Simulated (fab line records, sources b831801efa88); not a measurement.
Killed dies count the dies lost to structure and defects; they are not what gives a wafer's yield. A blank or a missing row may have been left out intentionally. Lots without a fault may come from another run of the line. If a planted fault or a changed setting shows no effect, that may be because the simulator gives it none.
Matching of chambers ; flow gf180mcu ; 3 sister chambers for GF_MIM_CVD_05 on pecvd-01
The step deposits Si3N4, target thk 42 nm, time 29.086 s. 6 wafers are shown with their chamber, then 7 later ones without.

== WAFERS WITH THEIR CHAMBER ==
wafer;chamber;heater-power-w (W)
L632.6;0;675
L635.2;0;601
L636.4;2;605
L636.5;1;755
L640.1;2;691
L640.5;1;810

== WAFERS WITH NO CHAMBER GIVEN ==
wafer;heater-power-w (W)
L640.6;688
L643.3;784
L643.4;615
L643.6;775
L651.1;783
L651.5;776
L651.6;686

== THE CHAMBER EACH PASSED THROUGH ==
wafer;from the rows above;in truth
L640.6;can't be placed: 2 or 0 or 1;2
L643.3;1;1
L643.4;can't be placed: 0 or 2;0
L643.6;1;1
L651.1;1;1
L651.5;1;1
L651.6;can't be placed: 2 or 0 or 1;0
Correctly placed: 4 of 7. From these rows, 3 cannot be placed; in 3 the true chamber is one of the candidates. 0 placed wrongly.
How it was worked out, from the rows above alone: a wafer's distance from a chamber is the root of the sum, over the readings, of the square of ((its reading less the chamber's mean) divided by the reading's scatter). If the next closest chamber is less than 2 further off than the closest, the wafer can't be placed; otherwise it belongs to the closest. The mean given for a chamber averages the wafers shown for that chamber. The scatter: take each reading less its chamber's mean, square it, sum over the shown wafers, divide by the number of wafers less the number of chambers, and take the root.
